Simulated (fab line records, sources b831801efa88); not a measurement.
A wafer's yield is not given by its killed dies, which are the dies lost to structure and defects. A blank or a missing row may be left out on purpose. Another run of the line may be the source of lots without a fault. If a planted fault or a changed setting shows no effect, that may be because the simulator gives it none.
A struck lot beside a sound one / flow sfq-line / 18 steps out of a route of 325
Sound: these wafers, L193.1, L193.3, L193.5. Struck: wafer L201.6; the same lot's L201.5 was not struck, so it is left out; see the end for the cause.
At each step with rows: each side's tool, then ch and its chambers, then its first start. Under that, the readings that differ: sound wafers / struck wafers / difference of the means / sigmas: that difference in standard deviations of wafers without a fault.
alike: readings whose means differ by less than 2 such deviations, and words and numbers that are the same on both sides. not compared: withheld readings, readings that some wafer has no value for, bounds like >300 that may hide the same value, and numbers for which the record gives no deviation and whose values overlap.
A row with sigmas, a row that says differs or no value, or rows on one side alone: a step with any of these is where the two part. Numbers that don't overlap but have no deviation are shown without sigmas and don't part them. A reading missing from all wafers of one side parts the sides only when that side holds two or more wafers.

first, 5 steps without rows for these wafers: SFQ_TRILAYER_I7_VIA_LITHO_COAT_187 (resist thk 650 nm); SFQ_TRILAYER_I7_VIA_LITHO_SOFTBAKE_191; SFQ_TRILAYER_I7_VIA_LITHO_EXPOSE_188 (exposes mask I7, target cd 1000 nm); SFQ_TRILAYER_I7_VIA_LITHO_PEB_190 (peb time 60 s); SFQ_TRILAYER_I7_VIA_LITHO_DEVELOP_189 (time 60 s).
SFQ_I7_OVL_MEAS_947:
  struck on overlay-01, day 71 15:23; sound on overlay-02, day 69 12:51
  alike: I7_OVL
SFQ_TRILAYER_I7_VIA_BARC_OPEN_VIA_ETCH_260: etches BARC in O2, target depth 125 nm, time 41.7 s.
  sound on rie-diel-02 ch 0,3, day 69 12:53; struck on rie-diel-04 ch 0, day 71 15:25
  alike: drypump-motor-current-A, oes-product-au
  not compared: rf-hours-counter-h
SFQ_TRILAYER_I7_VIA_ETCH_VIA_ETCH_190: etches SiO2 in CHF3, stops on Nb, target depth 260 nm.
  sound on rie-diel-02 ch 0,3, day 69 12:56; struck on rie-diel-04 ch 0, day 71 15:29
  alike: drypump-motor-current-A, oes-product-au
SFQ_TRILAYER_I7_VIA_STRIP_STRIP_191: strips in O2.
  sound on rie-metal-04 ch 1, day 69 13:02; struck on rie-metal-04 ch 1, day 71 15:56
  alike: drypump-motor-current-A, oes-product-au
  not compared: rf-hours-counter-h
then, 3 steps without rows for these wafers: SFQ_TRILAYER_I7_VIA_STRIP_SOLV_CLEAN_192 (cleans in NMP, time 600 s); SFQ_TRILAYER_M8_LITHO_LOR_COAT_197; SFQ_TRILAYER_M8_LITHO_LOR_BAKE_198.
SFQ_TRILAYER_M8_LITHO_COAT_193: resist thk 600 nm.
  sound on litho-track-02 ch 0, day 69 14:00; struck on litho-track-02 ch 0, day 71 17:00
reading=model.KrF_of_TRILAYER_M8_LITHO_COAT_193.thk-nm (nm); sound=603.9 604 603.1; struck=633.2; difference=+29.5; sigmas=
  alike: dispense-pressure-kPa
then, 3 steps without rows for these wafers: SFQ_TRILAYER_M8_LITHO_SOFTBAKE_199; SFQ_TRILAYER_M8_LITHO_EXPOSE_194 (exposes mask M8, target cd 2000 nm); SFQ_TRILAYER_M8_LITHO_PEB_196 (peb time 60 s).
SFQ_TRILAYER_M8_LITHO_DEVELOP_195: img clear 15 s, time 55 s.
  sound on litho-track-03 ch 0, day 70 10:56; struck on litho-track-02 ch 0, day 72 04:35
reading=model.KrF_of_TRILAYER_M8_LITHO_COAT_193.thk-nm (nm); sound=579.7 579.7 578.9; struck=609; difference=+30; sigmas=
SFQ_M8_OVL_MEAS_948:
  struck on overlay-02, day 72 04:39; sound on overlay-02, day 70 11:05
  alike: M8_OVL

## WHERE THEY PART
Nowhere in this record.

WHY: what had been put in by the simulator
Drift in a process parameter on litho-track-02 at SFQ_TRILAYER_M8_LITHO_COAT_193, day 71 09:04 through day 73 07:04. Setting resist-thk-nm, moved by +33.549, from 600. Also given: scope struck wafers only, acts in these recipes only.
